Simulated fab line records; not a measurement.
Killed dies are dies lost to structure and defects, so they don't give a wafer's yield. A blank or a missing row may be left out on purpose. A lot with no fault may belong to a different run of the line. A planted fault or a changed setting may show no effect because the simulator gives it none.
fab line records -- flow sky130
record lots=5, wafers=15, lastDay=50
route steps=708 shown CONTACT@424 METAL1@434 PAD_OPEN@708
lots that met no fault: taken from a fault-free run of the same line
startH: the number of hours between the record's first day and the start of the first shown wafer of the lot -- waitH: how many hours have passed since the lot's step before this one -- " the same as in the row above -- L1.1+2: a row that stands for several wafers -- - value missing, or start not given -- * or withheld: withheld -- < > ~ a bound
route shown NAME@n: a module of which the file shows steps, and the number in the route of the first -- usual: mean/standard deviation taken from wafers without a fault -- same: alike in all rows -- chamber/n: place in a boat -- sites: each site's reading -- _std_site: standard deviation of those values -- _edge_site: inner sites' mean taken away from outer sites' mean -- radiusMm: for every site, how far away it sits from the centre of the wafer -- mask NAME#n: copy n -- behind: the most recent tool/chamber to have shaped the wafer -- hold: what put the lot on hold/how long, in hours/how the hold closed -- device: transistor that didn't switch, given as n, p or np -- end of line: the route-end tests of the same wafers -- for a step that has no rows: nothing shown but its recipe -- killed: at the first sort, the dies lost to defects and structure; wafer yield is something else -- map: shows each die of a wafer: x if killed, . if not, _ if none is there
set.NAME: the setting as run; set.NAME@STEP: as run at that earlier step -- model.NAME: the simulator's own value behind a step, which no gauge read
a table for each step, a row for each wafer; lots at some steps of the route
services: a tool's chamber out of use, with start hour (startH, from the record's first day; less than 0 if before it), hours out, and reason
## steps
# step SKY_CONTACT_ETCH_18
# recipe target=Si3N4, chemistry=CHF3/O2, stopOn=TiN, sourceW=600, biasW=200, pressureMtorr=40, chf3FlowSccm=50, O2_flow_sccm=5, timeS=39, targetDepthA=750
# usual drypumpMotorCurrentA=6.0/0.36, oesProductAu=0.848/0.007, throttleValvePct=8.791/0.0084
# same timeS=39
lot.wafer,tool,chamber,startH,waitH,drypumpMotorCurrentA,oesProductAu,rfHoursCounterH,throttleValvePct
L822.4,rieDiel-04,2,-,-,6.1,0.853,21,8.785
L822.5,rieDiel-04,3,-,-,5.4,0.845,-,8.794
L822.6,rieDiel-04,0,-,-,6.2,0.849,-,8.787
L823.1,rieDiel-03,0,-,-,6.5,0.841,21,8.793
L823.3,rieDiel-03,2,-,-,5.5,0.840,8,8.775
L823.5,rieDiel-03,1,-,-,6.3,0.848,-,8.793
L833.2,rieDiel-01,1,-,-,5.6,0.853,16,8.789
L833.3,rieDiel-01,3,-,-,6.1,0.855,9,8.791
L833.6,rieDiel-01,3,-,-,6.1,0.855,-,8.801
L838.3,rieDiel-04,0,-,-,6.1,0.838,9,8.791
L838.5,rieDiel-04,1,-,-,6.0,0.850,-,8.790
L838.6,rieDiel-04,0,-,-,6.2,0.846,-,8.794
L840.1,rieDiel-03,2,-,-,5.5,0.840,12,8.786
L840.3,rieDiel-03,3,-,-,6.1,0.834,9,8.808
L840.5,rieDiel-03,2,-,-,5.5,0.853,-,8.807
# step SKY_CONTACT_STRIP_19
# recipe chemistry=O2/N2, powerW=1400, pressureMtorr=1500, platenTempC=withheld, o2FlowSccm=3000, n2FlowSccm=300, overashFraction=0.5
# step SKY_CONTACT_STRIP_20
# recipe chemistry=postEtchResidueRemover, timeS=1200, tempC=72.5
# step SKY_CONTACT_CLEAN_21
# recipe chemistry=IPA, timeS=180, tempC=25
# step SKY_CONTACT_CLEAN_22
# recipe chemistry=O3/DIW, dry=n2Spin
# step SKY_CONTACT_SPUTTER_23
# recipe material=TiN, targetThkNm=20, chamberPressurePa=5, powerW=4000, timeS=80
# usual throttleValvePct=30.4/0.98
# same timeS=80
lot.wafer,tool,chamber,startH,waitH,throttleValvePct
L822.4,pvdSputter-03,-,783.52,0.0,29.6
L822.5,pvdSputter-03,-,783.52,0.0,30.1
L822.6,pvdSputter-03,-,783.52,0.0,30.7
L823.1,pvdSputter-04,-,793.65,0.0,30.0
L823.3,pvdSputter-04,-,793.65,0.0,30.0
L823.5,pvdSputter-04,-,793.65,0.0,29.8
L833.2,pvdSputter-03,-,853.04,0.0,32.0
L833.3,pvdSputter-03,-,853.04,0.0,30.5
L833.6,pvdSputter-03,-,853.04,0.0,29.9
L838.3,pvdSputter-02,-,896.84,0.0,31.6
L838.5,pvdSputter-02,-,896.84,0.0,29.8
L838.6,pvdSputter-02,-,896.84,0.0,31.8
L840.1,pvdSputter-02,-,911.57,0.0,29.9
L840.3,pvdSputter-02,-,911.57,0.0,28.6
L840.5,pvdSputter-02,-,911.57,0.0,31.6
# step SKY_CONTACT_CVD_24
# recipe material=W, targetThkNm=340, timeS=102.12, tempC=400, pressureTorr=40
# usual heaterPowerW=836/45
# same timeS=102.12
lot.wafer,tool,chamber,startH,waitH,heaterPowerW
L822.4,cvdW-01,1,783.62,0.1,795
L822.5,cvdW-01,0,783.62,0.1,879
L822.6,cvdW-01,1,783.62,0.1,778
L823.1,cvdW-02,1,793.71,0.0,829
L823.3,cvdW-02,1,793.71,0.0,800
L823.5,cvdW-02,1,793.71,0.0,802
L833.2,cvdW-01,0,853.10,0.0,898
L833.3,cvdW-01,1,853.10,0.0,773
L833.6,cvdW-01,1,853.10,0.0,818
L838.3,cvdW-02,1,896.94,0.1,814
L838.5,cvdW-02,0,896.94,0.1,881
L838.6,cvdW-02,1,896.94,0.1,832
L840.1,cvdW-01,1,911.63,0.0,823
L840.3,cvdW-01,0,911.63,0.0,859
L840.5,cvdW-01,1,911.63,0.0,769
# step SKY_CONTACT_RS_MEAS_25
# recipe thkMeasGauge=four-point-probe, reads=W_of_CONTACT_CVD_24+TiN_of_CONTACT_SPUTTER_23
# usual CONTACT_W_RS=0.339/0.0055
lot.wafer,tool,chamber,startH,waitH,CONTACT_W_RS[ohm/sq]
L822.4,filmMetro-02,-,783.75,0.1,0.334
L822.5,filmMetro-02,-,783.75,0.1,0.336
L822.6,filmMetro-02,-,783.75,0.1,0.337
L823.1,filmMetro-04,-,793.82,0.1,0.326
L823.3,filmMetro-04,-,793.82,0.1,0.330
L823.5,filmMetro-04,-,793.82,0.1,0.327
L833.2,filmMetro-04,-,853.23,0.1,0.345
L833.3,filmMetro-04,-,853.23,0.1,0.339
L833.6,filmMetro-04,-,853.23,0.1,0.339
L838.3,filmMetro-02,-,897.06,0.1,0.327
L838.5,filmMetro-02,-,897.06,0.1,0.337
L838.6,filmMetro-02,-,897.06,0.1,0.328
L840.1,filmMetro-04,-,911.74,0.1,0.345
L840.3,filmMetro-04,-,911.74,0.1,0.346
L840.5,filmMetro-04,-,911.74,0.1,0.342
# step SKY_CONTACT_THK_MEAS_26
# recipe thkMeasGauge=xrf, reads=W_of_CONTACT_CVD_24
# usual CONTACT_W_THK=346/6.3
lot.wafer,tool,chamber,startH,waitH,CONTACT_W_THK[nm]
L822.4,filmMetro-02,-,783.84,0.1,349
L822.5,filmMetro-02,-,783.84,0.1,348
L822.6,filmMetro-02,-,783.84,0.1,347
L823.1,filmMetro-04,-,793.94,0.1,361
L823.3,filmMetro-04,-,793.94,0.1,356
L823.5,filmMetro-04,-,793.94,0.1,358
L833.2,filmMetro-04,-,853.34,0.1,339
L833.3,filmMetro-04,-,853.34,0.1,346
L833.6,filmMetro-04,-,853.34,0.1,343
L838.3,filmMetro-02,-,897.16,0.1,357
L838.5,filmMetro-02,-,897.16,0.1,348
L838.6,filmMetro-02,-,897.16,0.1,358
L840.1,filmMetro-04,-,911.86,0.1,336
L840.3,filmMetro-04,-,911.86,0.1,335
L840.5,filmMetro-04,-,911.86,0.1,343
# step SKY_CONTACT_CMP_27
# recipe stopOn=SiO2, tOverpolishS=15, downForcePsi=3.5, platenRpm=60, targetThkNm=0, padVelocityMS=0.94248
# step SKY_METAL1_SPUTTER_00
# recipe material=Ti, targetThkNm=15, powerW=3000, timeS=10, chamberPressurePa=0.4
# usual throttleValvePct=30.1/0.81
# same timeS=10
lot.wafer,tool,chamber,startH,waitH,throttleValvePct
L822.4,pvdSputter-04,-,784.17,0.1,29.9
L822.5,pvdSputter-04,-,784.17,0.1,30.1
L822.6,pvdSputter-04,-,784.17,0.1,30.6
L823.1,pvdSputter-02,-,794.30,0.2,30.0
L823.3,pvdSputter-02,-,794.30,0.2,28.6
L823.5,pvdSputter-02,-,794.30,0.2,30.1
L833.2,pvdSputter-04,-,853.69,0.1,29.9
L833.3,pvdSputter-04,-,853.69,0.1,29.9
L833.6,pvdSputter-04,-,853.69,0.1,29.6
L838.3,pvdSputter-02,-,897.50,0.1,29.7
L838.5,pvdSputter-02,-,897.50,0.1,29.9
L838.6,pvdSputter-02,-,897.50,0.1,31.9
L840.1,pvdSputter-01,-,912.22,0.2,30.5
L840.3,pvdSputter-01,-,912.22,0.2,28.6
L840.5,pvdSputter-01,-,912.22,0.2,30.5
# step SKY_METAL1_SPUTTER_01
# recipe material=TiN, targetThkNm=20, powerW=6500, timeS=16.7, chamberPressurePa=0.4
# usual throttleValvePct=30.1/0.81
# same timeS=16.7
lot.wafer,tool,chamber,startH,waitH,throttleValvePct
L822.4,pvdSputter-04,-,784.19,0.0,30.0
L822.5,pvdSputter-04,-,784.19,0.0,29.9
L822.6,pvdSputter-04,-,784.19,0.0,30.5
L823.1,pvdSputter-02,-,794.32,0.0,30.0
L823.3,pvdSputter-02,-,794.32,0.0,28.6
L823.5,pvdSputter-02,-,794.32,0.0,30.0
L833.2,pvdSputter-04,-,853.71,0.0,30.2
L833.3,pvdSputter-04,-,853.71,0.0,30.1
L833.6,pvdSputter-04,-,853.71,0.0,29.7
L838.3,pvdSputter-02,-,897.52,0.0,30.0
L838.5,pvdSputter-02,-,897.52,0.0,29.9
L838.6,pvdSputter-02,-,897.52,0.0,31.9
L840.1,pvdSputter-01,-,912.25,0.0,30.6
L840.3,pvdSputter-01,-,912.25,0.0,29.0
L840.5,pvdSputter-01,-,912.25,0.0,31.2
# step SKY_METAL1_SPUTTER_02
# recipe material=AlCu, targetThkNm=250, powerW=10600, timeS=13.3, chamberPressurePa=0.4
# usual throttleValvePct=30.1/0.79
lot.wafer,tool,chamber,startH,waitH,throttleValvePct,model.AlCu_of_METAL1_SPUTTER_02.thkNm
L822.4,pvdSputter-04,-,784.22,0.0,29.9,249.3
L822.5,pvdSputter-04,-,784.22,0.0,29.9,247.2
L822.6,pvdSputter-04,-,784.22,0.0,30.3,250.7
L823.1,pvdSputter-02,-,794.35,0.0,29.9,251.2
L823.3,pvdSputter-02,-,794.35,0.0,28.5,251.3
L823.5,pvdSputter-02,-,794.35,0.0,29.9,251.3
L833.2,pvdSputter-04,-,853.74,0.0,29.8,246.3
L833.3,pvdSputter-04,-,853.74,0.0,29.8,248.9
L833.6,pvdSputter-04,-,853.74,0.0,29.6,286.5
L838.3,pvdSputter-02,-,897.54,0.0,29.9,249.2
L838.5,pvdSputter-02,-,897.54,0.0,30.1,250.7
L838.6,pvdSputter-02,-,897.54,0.0,31.7,252.2
L840.1,pvdSputter-01,-,912.27,0.0,30.9,247.1
L840.3,pvdSputter-01,-,912.27,0.0,28.6,246.6
L840.5,pvdSputter-01,-,912.27,0.0,30.6,246.3
# step SKY_METAL1_SPUTTER_03
# recipe material=Ti, targetThkNm=5, powerW=3000, timeS=3.3, chamberPressurePa=0.4
# step SKY_METAL1_SPUTTER_04
# recipe material=TiN, targetThkNm=70, powerW=6500, timeS=58.3, chamberPressurePa=0.4
# step SKY_METAL1_RS_MEAS_05
# recipe thkMeasGauge=four-point-probe, reads=TiN_of_METAL1_SPUTTER_04+Ti_of_METAL1_SPUTTER_03+AlCu_of_METAL1_SPUTTER_02+TiN_of_METAL1_SPUTTER_01+Ti_of_METAL1_SPUTTER_00
# usual METAL1_ALCU_RS=0.1272/0.0016
lot.wafer,tool,chamber,startH,waitH,METAL1_ALCU_RS[ohm/sq]
L822.4,filmMetro-01,-,784.37,0.1,0.1274
L822.5,filmMetro-01,-,784.37,0.1,0.1284
L822.6,filmMetro-01,-,784.37,0.1,0.1265
L823.1,filmMetro-01,-,794.44,0.0,0.1261
L823.3,filmMetro-01,-,794.44,0.0,0.1262
L823.5,filmMetro-01,-,794.44,0.0,0.1262
L833.2,filmMetro-02,-,853.85,0.0,0.1286
L833.3,filmMetro-02,-,853.85,0.0,0.1275
L833.6,filmMetro-02,-,853.85,0.0,0.1100
L838.3,filmMetro-01,-,897.68,0.1,0.1271
L838.5,filmMetro-01,-,897.68,0.1,0.1264
L838.6,filmMetro-01,-,897.68,0.1,0.1259
L840.1,filmMetro-02,-,912.36,0.0,0.1284
L840.3,filmMetro-02,-,912.36,0.0,0.1286
L840.5,filmMetro-02,-,912.36,0.0,0.1289
# step SKY_METAL1_THK_MEAS_06
# recipe thkMeasGauge=xrf, reads=AlCu_of_METAL1_SPUTTER_02
# usual METAL1_ALCU_THK=252/3.3
lot.wafer,tool,chamber,startH,waitH,METAL1_ALCU_THK[nm]
L822.4,filmMetro-01,-,784.46,0.1,249
L822.5,filmMetro-01,-,784.46,0.1,247
L822.6,filmMetro-01,-,784.46,0.1,252
L823.1,filmMetro-01,-,794.56,0.1,252
L823.3,filmMetro-01,-,794.56,0.1,252
L823.5,filmMetro-01,-,794.56,0.1,252
L833.2,filmMetro-02,-,853.96,0.1,249
L833.3,filmMetro-02,-,853.96,0.1,252
L833.6,filmMetro-02,-,853.96,0.1,288
L838.3,filmMetro-01,-,897.78,0.1,251
L838.5,filmMetro-01,-,897.78,0.1,253
L838.6,filmMetro-01,-,897.78,0.1,252
L840.1,filmMetro-02,-,912.48,0.1,251
L840.3,filmMetro-02,-,912.48,0.1,249
L840.5,filmMetro-02,-,912.48,0.1,250
# step SKY_METAL1_DEHYDRATE_07
# recipe tempC=200, timeS=60
# step SKY_PAD_OPEN_PROBE_99
# usual defectLimitedYield=82.1/1.9, killed_at_M0_to_M3=44/6.6, killed_at_M4_up=3.0/1.9, killedAtContacts=24/5.1, killedAtFrontEnd=16/4.6, killedAtOther=0.3/0.59, killedDies=88/9.5, killedOpen=48/6.7, killedShort=40/6.1, sort_bin_3_pad_short=0.9/0.43, sort_bin_5_function=10.7/1.6, sort_bin_6_memory=6.3/1.1, sortNPass=404/9.5, sortYieldPct=82.1/1.9
# same grossDies=492, killedAtBackSide=0, sort_bin_4_leakage[%]=0, sort_bin_8_speed[%]=0
lot.wafer,tool,chamber,startH,waitH,defectLimitedYield[%],killed_at_M0_to_M3,killed_at_M4_up,killedAtContacts,killedAtFrontEnd,killedAtOther,killedDies,killedOpen,killedShort,sort_bin_3_pad_short[%],sort_bin_5_function[%],sort_bin_6_memory[%],sortNPass,sortYieldPct[%],model.etest.met1.lineOhmUm,model.etest.met1.rsOhmSq
L822.4,prober-01,-,1115.88,0.2,82.1,45,3,28,12,0,88,52,36,1.2,10.6,6.1,404,82.1,0.9289,0.1296
L822.5,prober-01,-,1115.93,0.2,80.5,54,5,24,12,1,96,49,47,0.8,12.0,6.7,396,80.5,0.9529,0.1309
L822.6,prober-01,-,1115.98,0.2,79.3,55,4,28,15,0,102,45,57,1.0,12.4,7.3,390,79.3,0.8935,0.1287
L823.1,prober-02,-,1119.50,0.1,81.3,48,1,24,19,0,92,51,41,2.2,9.3,7.1,400,81.3,0.9153,0.1277
L823.3,prober-02,-,1119.60,0.2,82.7,41,4,24,16,0,85,56,29,0.4,10.8,6.1,407,82.7,0.9028,0.1279
L823.5,prober-02,-,1119.70,0.2,79.7,52,4,20,24,0,100,61,39,0.4,16.1,3.9,392,79.7,0.9376,0.127
L833.2,prober-02,-,1167.81,0.1,84.1,36,1,14,27,0,78,40,37,0.8,9.8,5.3,414,84.1,0.9135,0.1308
L833.3,prober-02,-,1167.86,0.2,83.7,36,4,18,22,0,80,46,33,0.4,11.2,4.7,412,83.7,0.9195,0.1303
L833.6,prober-02,-,1168.01,0.2,81.1,51,1,22,18,1,93,50,43,0.6,12.4,5.9,399,81.1,0.8051,0.1118
L838.3,prober-02,-,1194.28,0.2,83.3,35,2,24,21,0,82,41,41,0.6,10.6,5.5,410,83.3,0.8907,0.1282
L838.5,prober-02,-,1194.38,0.2,81.7,40,5,25,20,0,90,47,43,1.2,10.8,6.3,402,81.7,0.9313,0.129
L838.6,prober-02,-,1194.43,0.2,83.1,41,2,24,16,0,83,46,37,0.8,9.1,6.9,409,83.1,0.915,0.1268
L840.1,prober-02,-,1205.80,0.1,86.0,26,5,25,13,0,69,38,31,0.4,9.8,3.9,423,86.0,0.9903,0.1328
L840.3,prober-02,-,1205.90,0.2,84.6,34,0,23,19,0,76,40,36,0.4,11.0,4.1,416,84.6,0.9776,0.1298
L840.5,prober-02,-,1206.00,0.2,80.5,47,5,26,17,1,96,56,40,1.4,11.8,6.3,396,80.5,0.9423,0.1295
# killed by level:class
L822.4 VIA1:geometricParticle:open=11 CONTACT:geometricParticle:open=10 VIA2:geometricParticle:open=8 LI_CONTACT:geometricParticle:open=6 VIA1:geometricParticle:short=5 VIA3:geometricParticle:open=5 LOCAL_INTERCONNECT:geometricParticle:short=4 CONTACT:geometricParticle:short=4
L822.5 VIA1:geometricParticle:open=13 CONTACT:geometricParticle:short=9 VIA1:geometricParticle:short=8 VIA2:geometricParticle:open=8 CONTACT:geometricParticle:open=7 METAL1:geometricParticle:short=6 METAL3:geometricParticle:short=5 VIA3:geometricParticle:open=5
L822.6 METAL1:geometricParticle:short=11 VIA1:geometricParticle:open=11 CONTACT:geometricParticle:short=9 CONTACT:geometricParticle:open=8 FIELD_ISO:geometricParticle:short=6 LI_CONTACT:geometricParticle:open=6 VIA3:geometricParticle:open=6 METAL2:geometricParticle:short=6
L823.1 VIA2:geometricParticle:open=11 VIA1:geometricParticle:open=8 CONTACT:geometricParticle:short=8 VIA3:geometricParticle:open=8 CONTACT:geometricParticle:open=7 METAL2:geometricParticle:short=7 FIELD_ISO:geometricParticle:short=5 VIA3:geometricParticle:short=5
L823.3 VIA1:geometricParticle:open=14 CONTACT:geometricParticle:open=11 VIA2:geometricParticle:open=8 CONTACT:geometricParticle:short=7 VIA3:geometricParticle:open=6 FIELD_ISO:geometricParticle:open=5 LI_CONTACT:geometricParticle:open=4 FIELD_ISO:geometricParticle:short=3
L823.5 VIA1:geometricParticle:open=11 VIA3:geometricParticle:open=11 CONTACT:geometricParticle:open=8 FIELD_ISO:geometricParticle:open=6 LI_CONTACT:geometricParticle:open=5 METAL2:geometricParticle:short=5 VIA1:geometricParticle:short=5 VIA2:geometricParticle:open=5
L833.2 POLY_GATE:geometricParticle:short=8 FIELD_ISO:geometricParticle:open=7 VIA2:geometricParticle:open=7 METAL1:geometricParticle:short=6 VIA1:geometricParticle:open=6 POLY_GATE:geometricParticle:open=5 METAL2:geometricParticle:short=5 VIA3:geometricParticle:open=4
L833.3 VIA1:geometricParticle:open=12 POLY_GATE:geometricParticle:short=9 LI_CONTACT:geometricParticle:open=7 VIA2:geometricParticle:open=7 VIA3:geometricParticle:open=6 CONTACT:geometricParticle:open=6 FIELD_ISO:geometricParticle:open=5 METAL2:geometricParticle:short=5
L833.6 VIA1:geometricParticle:open=14 METAL1:geometricParticle:short=7 POLY_GATE:geometricParticle:open=6 CONTACT:geometricParticle:open=6 CONTACT:geometricParticle:short=6 METAL2:geometricParticle:short=6 VIA2:geometricParticle:short=6 POLY_GATE:geometricParticle:short=5
L838.3 VIA1:geometricParticle:open=10 CONTACT:geometricParticle:open=6 LOCAL_INTERCONNECT:geometricParticle:short=6 FIELD_ISO:geometricParticle:open=5 VIA2:geometricParticle:open=5 LI_CONTACT:geometricParticle:open=4 LI_CONTACT:geometricParticle:short=4 METAL1:geometricParticle:short=4
L838.5 VIA1:geometricParticle:open=15 CONTACT:geometricParticle:open=8 POLY_GATE:geometricParticle:short=7 CONTACT:geometricParticle:short=7 METAL2:geometricParticle:short=6 FIELD_ISO:geometricParticle:open=5 LI_CONTACT:geometricParticle:open=5 METAL4:geometricParticle:short=4
L838.6 CONTACT:geometricParticle:open=12 VIA1:geometricParticle:open=12 VIA3:geometricParticle:open=6 POLY_GATE:geometricParticle:open=5 LOCAL_INTERCONNECT:geometricParticle:short=5 VIA1:geometricParticle:short=5 FIELD_ISO:geometricParticle:short=4 FIELD_ISO:geometricParticle:open=4
L840.1 CONTACT:geometricParticle:open=8 METAL2:geometricParticle:short=8 LI_CONTACT:geometricParticle:open=7 FIELD_ISO:geometricParticle:open=6 LI_CONTACT:geometricParticle:short=4 VIA3:geometricParticle:open=4 VIA2:geometricParticle:open=4 VIA3:geometricParticle:short=3
L840.3 VIA1:geometricParticle:open=11 CONTACT:geometricParticle:open=9 FIELD_ISO:geometricParticle:short=8 VIA1:geometricParticle:short=8 CONTACT:geometricParticle:short=6 SPACER:geometricParticle:open=4 LOCAL_INTERCONNECT:geometricParticle:short=4 METAL2:geometricParticle:short=4
L840.5 VIA1:geometricParticle:open=11 LI_CONTACT:geometricParticle:open=10 METAL1:geometricParticle:short=8 VIA3:geometricParticle:open=8 CONTACT:geometricParticle:short=5 CONTACT:geometricParticle:open=5 VIA2:geometricParticle:open=5 POLY_GATE:geometricParticle:open=4
## services
tool,chamber,startH,hours,kind
rieDiel-01,2,764.33,3.7,repair
rieDiel-03,-,767.22,2.8,pm
pvdSputter-04,3,797.33,-,consumableReplace:kit
pvdSputter-04,3,797.33,18.0,scheduledDown
pvdSputter-04,3,797.33,18.0,ventCycle
pvdSputter-04,-,797.40,4.7,repair
pvdSputter-03,-,801.02,22.6,repair
pvdSputter-02,-,804.39,12.3,repair
rieDiel-03,-,817.82,0.2,repair
rieDiel-01,-,827.19,2.8,pm
cvdW-02,-,846.81,1.0,repair
rieDiel-03,0,850.67,3.9,repair
pvdSputter-01,2,853.03,-,consumableReplace:kit
pvdSputter-01,2,853.03,18.0,scheduledDown
pvdSputter-01,2,853.03,18.0,ventCycle
rieDiel-04,-,857.98,0.7,repair
rieDiel-04,0,859.34,7.8,repair
rieDiel-01,3,864.77,4.8,repair
cvdW-02,-,866.91,0.7,repair
cvdW-02,-,871.97,3.8,pm
pvdSputter-02,-,890.29,4.2,repair
pvdSputter-01,-,893.72,3.4,repair
cvdW-01,0,902.74,6.5,repair
cvdW-02,-,904.00,14.0,pm
## key
firstSign step=SKY_METAL1_RS_MEAS_05, reading=METAL1_ALCU_RS, direction=down, sigmas=11, usual=0.1272, struck=0.1100
effect step=SKY_METAL1_THK_MEAS_06, reading=METAL1_ALCU_THK, direction=up, sigmas=11, usual=252, struck=288
modelEffect step=SKY_METAL1_SPUTTER_02, value=AlCu_of_METAL1_SPUTTER_02.thkNm, without=247.3, struck=286.5
modelEffect step=SKY_PAD_OPEN_PROBE_99, value=etest.met1.lineOhmUm, without=0.9373, struck=0.8051
metAt SKY_METAL1_SPUTTER_02
struckWafers L833.6
fault kind=processParameterDrift, tool=pvdSputter-04, chamber=-, onsetH=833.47, steps=SKY_METAL1_SPUTTER_02, channel=timeS, offset=*, shape=step, endH=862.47, actsIn=*, stated=*, scope=struckWafersOnly
